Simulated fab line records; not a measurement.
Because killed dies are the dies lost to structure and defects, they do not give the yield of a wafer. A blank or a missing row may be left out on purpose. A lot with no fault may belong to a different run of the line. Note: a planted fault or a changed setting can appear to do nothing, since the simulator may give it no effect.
A lot that was struck, set against a sound lot / flow sky130 / 16 out of 708 route steps
Sound: the wafers L264.2, L264.3, L264.4. Struck: wafers L272.2, L272.4 (left out: L272.6, a lot-mate that was not struck); the cause follows at the end.
At each step with rows: each side's tool, then ch and its chambers, then its first start. Under that, the readings that differ: sound wafers / struck wafers / difference of the means / sigmas: that difference in standard deviations of wafers without a fault.
alike: readings with means less than 2 such deviations apart, plus words and numbers identical on both sides. not compared: withheld readings, readings lacking a value on some wafer, bounds such as >300 that could conceal the same value, and numbers that have no deviation in the record and whose values overlap.
The two part at a step that has a row with sigmas, a row that says differs or no value, or rows on one side only. Numbers that don't overlap but have no deviation are shown without sigmas and don't part them. A reading missing from all wafers of one side parts the sides only when that side holds two or more wafers.

first, 2 steps without rows for these wafers: SKY_METAL4_PEB_11; SKY_METAL4_DEVELOP_12 (develop time 60 s).
SKY_METAL4_CD_MEAS_13 targets a cd of 300 nm.
  sound: cd_sem-02 at day 44 08:06; struck: cd_sem-02 at day 45 23:11
  alike: cd_nm
SKY_METAL4_OVL_MEAS_14:
  sound: overlay-02 at day 44 08:13; struck: overlay-02 at day 45 23:18
  alike: METAL4_OVL
SKY_METAL4_DESCUM_15: chemistry O2, time 8 s.
  sound on rie_metal-04 ch 0,1, day 44 08:14; struck on rie_metal-04 ch 0, day 45 23:20
  alike: drypump_motor_current_A, oes_product_au
  not compared: rf_hours_counter_h
SKY_METAL4_ETCH_16: etches BARC in N2/H2, stops on SiO2, time 88.2 s, target depth 60 nm.
  sound on rie_metal-04 ch 0,1, day 44 08:16; struck on rie_metal-04 ch 0, day 45 23:22
  alike: drypump_motor_current_A, oes_product_au, throttle_valve_pct
  not compared: rf_hours_counter_h
SKY_METAL4_ETCH_17: etches SiO2 in C4F8/O2/Ar, stops on TiN, time 3.9 s, target depth 15 nm.
  sound on rie_diel-02 ch 0,2,3, day 44 08:22; struck on rie_diel-02 ch 3, day 45 23:28
  alike: oes_product_au
  not compared: rf_hours_counter_h
SKY_METAL4_METAL_ETCH_18: etches the open film in Cl2/BCl3, stops on SiO2, target depth 845 nm, time 183.1 s.
  sound on rie_metal-01 ch 0,1, day 44 08:23; struck on rie_metal-01 ch 0,1, day 45 23:29
  alike: drypump_motor_current_A, oes_product_au, throttle_valve_pct
  not compared: rf_hours_counter_h
then, 4 steps without rows for these wafers: SKY_METAL4_STRIP_19 (strips in O2/N2); SKY_METAL4_STRIP_20 (strips in post etch residue remover, time 1200 s); SKY_METAL4_CLEAN_21 (cleans in IPA, time 180 s); SKY_METAL4_CLEAN_22 (cleans in O3/DIW).
SKY_VIA4_HDPCVD_00: deposits SiO2, target thk 1750 nm, time 291.7 s.
  sound on hdpcvd-01 ch 1,2, day 44 09:10; struck on hdpcvd-02 ch 2, day 46 00:17
reading=run_length_s (s); sound=320.2 319.3 319.3; struck=342.2 342.2; difference=+22.6; sigmas=+43
reading=model.SiO2_of_VIA4_HDPCVD_00.thk_nm (nm); sound=1737 1748 1754; struck=1881 1916; difference=+152; sigmas=
SKY_VIA4_THK_MEAS_01:
  sound: film_metro-02 at day 44 09:21; struck: film_metro-02 at day 46 00:33
reading=VIA4_HDPCVD_THK (nm); sound=1736 1748 1753; struck=1881 1915; difference=+152; sigmas=+10
SKY_VIA4_CMP_02: polishes SiO2.
  sound on cmp-01 ch 0,1,2, day 44 09:27; struck on cmp-02 ch 0,2, day 46 00:36
  alike: motor_current_A
then, 1 step without rows for these wafers: SKY_PAD_OPEN_PROBE_99.

== WHERE THEY PART ==
First at SKY_VIA4_HDPCVD_00; last, within this record, at SKY_VIA4_THK_MEAS_01. Later steps at which nothing parts them and some readings are alike: SKY_VIA4_CMP_02.

WHY: what had been put in by the simulator
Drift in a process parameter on hdpcvd-02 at SKY_VIA4_HDPCVD_00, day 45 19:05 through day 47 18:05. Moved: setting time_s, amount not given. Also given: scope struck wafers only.
